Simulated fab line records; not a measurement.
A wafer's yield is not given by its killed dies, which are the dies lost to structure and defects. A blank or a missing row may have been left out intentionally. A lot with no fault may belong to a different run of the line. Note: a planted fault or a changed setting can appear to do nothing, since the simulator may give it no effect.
A lot that was struck, set against a sound lot | flow sky130 | 19 steps out of a route of 708
Sound: wafers L256.1, L256.2, L256.6. Struck: wafers L264.4, L264.5, L264.6. The cause is given at the end.
Per side, at each step with rows, come the tool, then ch with its chambers, and then its first start. Under that, the readings that differ: sound wafers | struck wafers | difference of the means | sigmas: that difference in standard deviations of wafers without a fault.
alike: a reading whose means differ by less than 2 such deviations, as well as words and numbers matching on both sides. not compared: withheld readings; readings where some wafer has no value; bounds like >300 that might hide an equal value; numbers whose values overlap and for which the record gives no deviation.
Wherever a step has rows on one side only, a row that says differs or no value, or a row with sigmas, the two part there. Non-overlapping numbers with no deviation appear without sigmas and do not part them. Lack of a reading on every wafer of one side parts them only where that side has two or more wafers.

first, 3 steps without rows for these wafers: SKY_POLY_CUT_EXPOSE_05 (exposes mask NPCM, target cd 270 nm); SKY_POLY_CUT_PEB_06; SKY_POLY_CUT_DEVELOP_07 (develop time 60 s).
SKY_POLY_CUT_CD_MEAS_08: the cd target is 270 nm.
  sound on cd sem-01, day 24 21:16; struck on cd sem-01, day 27 14:32
  alike: cd nm
SKY_POLY_CUT_OVL_MEAS_09:
  sound on overlay-01, day 24 21:23; struck on overlay-02, day 27 14:37
  alike: POLY_CUT_OVL
SKY_POLY_CUT_ETCH_10: etches BARC in N2/H2, stops on SiO2, time 45.9 s, target depth 60 nm.
  sound on rie diel-02 ch 0,1,2, day 24 21:26; struck on rie diel-04 ch 0,1,2, day 27 14:37
  alike: drypump motor current A, oes product au, rf fwd power W, throttle valve pct
  not compared: rf hours counter h
SKY_POLY_CUT_ETCH_11: etches Si3N4 in CF4/CH2F2/Ar, stops on poly-Si, time 42.5 s, target depth 60 nm.
  sound on rie diel-02 ch 0,1,2, day 24 21:28; struck on rie diel-04 ch 0,1,2, day 27 14:40
  alike: drypump motor current A, oes product au, rf fwd power W, throttle valve pct
  not compared: rf hours counter h
SKY_POLY_CUT_STRIP_12: strips in O2/N2.
  sound on plasma asher-04 ch 0,1, day 24 21:31; struck on plasma asher-02 ch 0,1, day 27 14:44
  alike: drypump motor current A, o2 flow sccm, oes product au, strip time to endpoint s
  not compared: rf hours counter h
then, 4 steps without rows for these wafers: SKY_SD_P_DEHYDRATE_00 (time 60 s); SKY_SD_P_HMDS_01 (prime time 60 s); SKY_SD_P_COAT_02 (resist thk 1140 nm); SKY_SD_P_SOFTBAKE_03 (time 60 s).
SKY_SD_P_EXPOSE_04: exposes mask PSDM, target cd 380 nm.
  sound on iline stepper-02 ch 0, day 25 12:23; struck on iline stepper-01 ch 0, day 28 04:36
  reading                      | sound                | struck               | difference | sigmas
  model.SD_P.overlay x nm (nm) | -1.048 -1.048 -1.048 | -94.09 -94.09 -94.09 | -93.04     |
  alike: mask
then, 2 steps without rows for these wafers: SKY_SD_P_PEB_05; SKY_SD_P_DEVELOP_06 (develop time 60 s).
SKY_SD_P_CD_MEAS_07: the cd target is 380 nm.
  sound on cd sem-01, day 26 02:40; struck on cd sem-02, day 28 18:41
  alike: cd nm
SKY_SD_P_OVL_MEAS_08:
  sound on overlay-01, day 26 02:47; struck on overlay-02, day 28 18:46
  reading       | sound         | struck            | difference | sigmas
  SD_P_OVL (nm) | -0.3 0.4 -1.2 | -94.6 -93.7 -95.7 | -94.3      | -67
next, for these wafers, 1 step has no rows: SKY_SD_P_IMPLANT_09.
SKY_PAD_OPEN_PROBE_99:
  the record holds rows for the sound wafers here (prober-01, day 46 07:54) but none for the struck ones

== WHERE THEY PART ==
Last at SKY_PAD_OPEN_PROBE_99 as far as this record goes, first at SKY_SD_P_OVL_MEAS_08.

WHY: what had been put in by the simulator
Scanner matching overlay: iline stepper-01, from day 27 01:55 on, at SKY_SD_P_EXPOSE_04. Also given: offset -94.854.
